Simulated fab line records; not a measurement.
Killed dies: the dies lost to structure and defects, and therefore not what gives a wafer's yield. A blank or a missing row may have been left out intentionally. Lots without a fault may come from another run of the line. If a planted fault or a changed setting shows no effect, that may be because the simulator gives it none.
A struck lot beside a sound one -- flow sky130 -- 30 out of 708 route steps
Sound: wafers L534.3, L534.5, L534.6. Struck: wafer L526.4 (left out: L526.1, L526.2 of the same lot, which were not struck); the cause appears at the end.
Per side, at each step with rows, come the tool, then ch with its chambers, and then its first start. Under that, the readings that differ: sound wafers -- struck wafers -- difference of the means -- sigmas: that difference in standard deviations of wafers without a fault.
alike: a reading whose means differ by less than 2 such deviations, as well as words and numbers matching on both sides. not compared: withheld readings; readings where some wafer has no value; bounds like >300 that might hide an equal value; numbers whose values overlap and for which the record gives no deviation.
The two part at a step that has a row with sigmas, a row that says differs or no value, or rows on one side only. Numbers that don't overlap but have no deviation are shown without sigmas and don't part them. Lack of a reading on every wafer of one side parts them only where that side has two or more wafers.

SKY_LI_CONTACT_OVL_MEAS_13:
  sound on overlay-01, day 35 05:31; struck on overlay-01, day 32 06:54
  alike: LI_CONTACT_OVL
SKY_LI_CONTACT_ETCH_14: etches BARC in N2/H2, stops on SiO2, time 45.9 s, target depth 60 nm.
  sound on rie diel-03 ch 0,1,3, day 35 05:32; struck on rie diel-02 ch 1, day 32 06:56
  alike: drypump motor current A, oes product au, throttle valve pct
  not compared: rf hours counter h
SKY_LI_CONTACT_ETCH_15: etches PSG in C4F8/O2/Ar, stops on Si, target depth 600 nm.
  sound on rie diel-03 ch 0,1,3, day 35 05:35; struck on rie diel-02 ch 1, day 32 06:59
  alike: oes product au
SKY_LI_CONTACT_STRIP_16: strips in O2/N2.
  sound on plasma asher-01 ch 0,1, day 35 05:42; struck on plasma asher-03 ch 0, day 32 07:04
reading,sound,struck,difference,sigmas
drypump motor current A (A),5.1 5.1 6.1,6.5,+1.1,+2
  alike: oes product au, strip time to endpoint s
  not compared: rf hours counter h
then, 2 steps without rows for these wafers: SKY_LI_CONTACT_CLEAN_17 (cleans in NMP, time 600 s); SKY_LI_CONTACT_PRE_CLEAN_18 (time 5.6 s).
SKY_LI_CONTACT_SPUTTER_19: material Ti, target thk 20 nm, time 106.37 s.
  sound on pvd sputter-01, day 35 05:58; struck on pvd sputter-04, day 32 07:22
reading,sound,struck,difference,sigmas
throttle valve pct (%),29.0 28.9 28.7,31.2,+2.3,+2
  alike: cathode dc power W
then, 2 steps without rows for these wafers: SKY_LI_CONTACT_SPUTTER_20 (material TiN, target thk 20 nm, time 80 s); SKY_LI_CONTACT_CVD_21 (deposits W, target thk 400 nm, time 120.56 s).
SKY_LI_CONTACT_RS_MEAS_22: a four-point-probe measurement.
  sound on film metro-02, day 35 06:16; struck on film metro-02, day 32 07:38
  alike: LI_CONTACT_W_RS
SKY_LI_CONTACT_THK_MEAS_23: measures by xrf.
  sound on film metro-02, day 35 06:22; struck on film metro-02, day 32 07:45
  alike: LI_CONTACT_W_THK
then, 1 step without rows for these wafers: SKY_LI_CONTACT_CMP_24 (polishes, stops on PSG, t overpolish 20 s, target thk 0 nm).
SKY_LOCAL_INTERCONNECT_SPUTTER_00: material TiN, target thk 100 nm, time 83.3 s.
  sound on pvd sputter-02, day 35 06:42; struck on pvd sputter-03, day 32 08:07
reading,sound,struck,difference,sigmas
cathode dc power W (W),6499.6 6500.8 6499.2,7869.0,+1369.1,+99 or more
throttle valve pct (%),29.9 28.4 29.8,31.3,+1.9,+2
model.TiN_of_LOCAL_INTERCONNECT_SPUTTER_00.thk nm (nm),99.26 99.9 99.53,121.3,+21.7,
SKY_LOCAL_INTERCONNECT_RS_MEAS_01: a four-point-probe measurement.
  sound on film metro-04, day 35 06:48; struck on film metro-02, day 32 08:11
reading,sound,struck,difference,sigmas
LOCAL_INTERCONNECT_TIN_RS (ohm/sq),14.27 14.18 14.21,11.57,-2.65,-24
SKY_LOCAL_INTERCONNECT_THK_MEAS_02: measures by xrf.
  sound on film metro-04, day 35 06:54; struck on film metro-02, day 32 08:18
reading,sound,struck,difference,sigmas
LOCAL_INTERCONNECT_TIN_THK (nm),98.7 99.3 99.4,119.9,+20.8,+25
then, 8 steps without rows for these wafers: SKY_LOCAL_INTERCONNECT_DEHYDRATE_03 (time 60 s); SKY_LOCAL_INTERCONNECT_HMDS_04 (prime time 60 s); SKY_LOCAL_INTERCONNECT_COAT_05 (resist thk 60 nm); SKY_LOCAL_INTERCONNECT_COAT_06 (resist thk 450 nm); SKY_LOCAL_INTERCONNECT_SOFTBAKE_07 (time 90 s); SKY_LOCAL_INTERCONNECT_EXPOSE_08 (exposes mask LI1M, target cd 170 nm); SKY_LOCAL_INTERCONNECT_PEB_09; SKY_LOCAL_INTERCONNECT_DEVELOP_10 (develop time 60 s).
SKY_LOCAL_INTERCONNECT_CD_MEAS_11: target cd 170 nm.
  sound on cd sem-01, day 36 09:11; struck on cd sem-01, day 33 11:22
  alike: cd nm
SKY_LOCAL_INTERCONNECT_OVL_MEAS_12:
  sound on overlay-02, day 36 09:17; struck on overlay-02, day 33 11:29
  alike: LOCAL_INTERCONNECT_OVL
SKY_LOCAL_INTERCONNECT_ETCH_13: etches BARC in N2/H2, stops on SiO2, time 45.9 s, target depth 60 nm.
  sound on rie metal-01 ch 0,1, day 36 09:19; struck on rie metal-01 ch 0, day 33 11:32
  alike: drypump motor current A, oes product au, throttle valve pct
  not compared: rf hours counter h
SKY_LOCAL_INTERCONNECT_METAL_ETCH_14: etches TiN in Cl2/BCl3, stops on PSG, target depth 110 nm, time 31.4 s.
  sound on rie metal-01 ch 0,1, day 36 09:23; struck on rie metal-01 ch 0, day 33 11:35
reading,sound,struck,difference,sigmas
oes product au (a.u.),0.937 0.942 0.942,1.014,+0.074,+13
throttle valve pct (%),21.909 21.906 21.906,21.857,-0.050,-5
  alike: drypump motor current A, mfc cl2 sccm
  not compared: rf hours counter h
then, 1 step without rows for these wafers: SKY_LOCAL_INTERCONNECT_STRIP_15 (strips in O2/N2).
SKY_LOCAL_INTERCONNECT_STRIP_16: strips in post etch residue remover, time 1200 s.
  sound on wet bench-03 ch 3, day 36 09:31; struck on wet bench-04 ch 1, day 33 11:44
reading,sound,struck,difference,sigmas
model.TiN_of_LOCAL_INTERCONNECT_SPUTTER_00.thk nm (nm),98.85 99.49 99.11,120.9,+21.8,
then, 1 step without rows for these wafers: SKY_LOCAL_INTERCONNECT_CLEAN_17 (cleans in IPA, time 180 s).

== WHERE THEY PART ==
Last at SKY_LOCAL_INTERCONNECT_METAL_ETCH_14 as far as this record goes, first at SKY_LI_CONTACT_STRIP_16.

WHY: what the simulator had put in
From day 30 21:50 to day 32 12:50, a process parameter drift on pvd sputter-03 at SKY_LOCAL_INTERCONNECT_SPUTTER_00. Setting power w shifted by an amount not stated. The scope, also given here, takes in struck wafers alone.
